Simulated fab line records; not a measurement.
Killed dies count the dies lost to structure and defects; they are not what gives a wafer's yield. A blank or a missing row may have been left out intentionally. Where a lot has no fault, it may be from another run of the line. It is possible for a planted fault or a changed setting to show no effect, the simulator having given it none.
Struck lot and sound lot, side by side + flow sky130 + 21 out of 708 route steps
Sound: these wafers, L772.3, L772.5, L772.6. The struck wafers were L786.2, L786.4, L786.5. The cause comes at the end.
At each step with rows: each side's tool, then ch and its chambers, then its first start. Under that, the readings that differ: sound wafers + struck wafers + difference of the means + sigmas: that difference in standard deviations of wafers without a fault.
alike: words and numbers the same on both sides, and readings whose means are apart by under 2 such deviations; not compared: readings that were withheld, readings missing a value for some wafer, numbers with overlapping values and no deviation given by the record, and bounds like >300 which may hide the same value.
The two part at a step that has a row with sigmas, a row that says differs or no value, or rows on one side only. Numbers that don't overlap but have no deviation are shown without sigmas and don't part them. A reading that every wafer of one side lacks parts them only if that side has two wafers or more.

first, 1 step without rows for these wafers: SKY_RES_XHIGH_IMPLANT_07.
SKY_RES_XHIGH_STRIP_08: strips in O2/N2.
  sound on plasma asher-02 ch 0,1, day 28 01:57; struck on plasma asher-03 ch 0,1, day 32 07:35
  alike: drypump motor current A, oes product au, strip time to endpoint s
  not compared: rf hours counter h
SKY_RES_XHIGH_TW_MEAS_09:
  struck on film metro-02, day 32 07:41; sound on film metro-02, day 28 02:02
  alike: RES_XHIGH_TW
then, 7 steps without rows for these wafers: SKY_SD_N_DEHYDRATE_00 (time 60 s); SKY_SD_N_HMDS_01 (prime time 60 s); SKY_SD_N_COAT_02 (resist thk 1140 nm); SKY_SD_N_SOFTBAKE_03 (time 60 s); SKY_SD_N_EXPOSE_04 (exposes mask NSDM, target cd 380 nm); SKY_SD_N_PEB_05; SKY_SD_N_DEVELOP_06 (develop time 60 s).
SKY_SD_N_CD_MEAS_07: target cd 380 nm.
  struck on cd sem-02, day 33 10:23; sound on cd sem-02, day 29 06:42
  alike: cd nm
SKY_SD_N_OVL_MEAS_08:
  struck on overlay-02, day 33 10:29; sound on overlay-02, day 29 06:47
  alike: SD_N_OVL
SKY_SD_N_IMPLANT_09:
  sound on implanter-01 ch 0, day 29 06:52; struck on implanter-01 ch 0, day 33 10:32
| reading                   | sound                | struck               | difference | sigmas      |
|---------------------------|----------------------|----------------------|------------|-------------|
| beam energy keV           | 49.972 49.978 49.989 | 41.332 41.327 41.321 | -8.653     | -99 or more |
| model.implant.rp nm (nm)  | 31.4 31.4 31.4       | 27.1 27.1 27.1       | -4.3       |             |
| model.implant.drp nm (nm) | 14.11 14.11 14.11    | 12.25 12.25 12.25    | -1.86      |             |
then, 1 step without rows for these wafers: SKY_SD_N_IMPLANT_10.
SKY_SD_N_STRIP_11: strips in O2/N2.
  sound on plasma asher-04 ch 0,1, day 29 07:08; struck on plasma asher-04 ch 1, day 33 10:49
| reading                      | sound             | struck            | difference | sigmas |
|------------------------------|-------------------|-------------------|------------|--------|
| oes product au (a.u.)        | 0.531 0.534 0.524 | 0.540 0.543 0.547 | +0.014     | +3     |
| strip time to endpoint s (s) | 22.59 22.54 22.59 | 21.28 21.26 21.25 | -1.31      | -36    |
  alike: drypump motor current A
  not compared: rf hours counter h
SKY_SD_N_TW_MEAS_12:
  struck on film metro-02, day 33 10:56; sound on film metro-03, day 29 07:14
| reading | sound          | struck         | difference | sigmas |
|---------|----------------|----------------|------------|--------|
| SD_N_TW | 3974 3987 3985 | 3749 3735 3745 | -239       | -10    |
then, 1 step without rows for these wafers: SKY_SD_N_CLEAN_13 (cleans in SC1/SC2, time 150 s).
SKY_SD_N_RTA_14: time 2 s.
  sound on rtp anneal-01 ch 0, day 29 07:20; struck on rtp anneal-01 ch 0, day 33 11:05
  alike: anneal temp c max, lamp power pct, ramp down c per s, wafer_temp_C_max
SKY_SD_N_RS_MEAS_16: uses a four-point probe to measure.
  struck on film metro-02, day 33 11:16; sound on film metro-02, day 29 07:32
| reading          | sound             | struck            | difference | sigmas |
|------------------|-------------------|-------------------|------------|--------|
| SD_N_RS (ohm/sq) | 68.41 68.40 68.48 | 75.39 75.35 75.17 | +6.87      | +57    |
SKY_SD_N_RS_MEAS_17: uses a four-point probe to measure.
  struck on film metro-02, day 33 11:23; sound on film metro-02, day 29 07:39
  alike: SD_P_RS
-- record jumps: 16 days separate the struck wafers' starts on either side; left off in module SD_N, taken up again in module PAD_OPEN, whose first shown step is the route's number 708 --
SKY_PAD_OPEN_PROBE_99:
  struck on prober-01, day 49 19:42; sound on prober-02, day 46 22:53
| reading                            | sound             | struck            | difference | sigmas |
|------------------------------------|-------------------|-------------------|------------|--------|
| model.etest.res ndiff.line ohm um  | 784.7 777 764.5   | 844.6 840.6 831.3 | +63.4      |        |
| model.etest.res ndiff.rs ohm sq    | 121.4 120.7 120.6 | 131.5 131.2 130.8 | +10.3      |        |
| model.etest.res ndiff hv.rs ohm sq | 115.6 114.8 114.3 | 125.5 125.5 125.2 | +10.5      |        |
  alike: killed_at_M0_to_M3, killed_at_M4_up, killed at contacts, killed at front end, killed at other, killed dies, killed open, killed short

== WHERE THEY PART ==
First at SKY_SD_N_IMPLANT_09; last, within this record, at SKY_SD_N_RS_MEAS_16. Later steps at which nothing parts them and some readings are alike: SKY_SD_N_RS_MEAS_17, SKY_PAD_OPEN_PROBE_99.

WHY: the cause the simulator had injected
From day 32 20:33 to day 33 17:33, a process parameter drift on implanter-01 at SKY_SD_N_IMPLANT_09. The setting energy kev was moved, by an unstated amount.
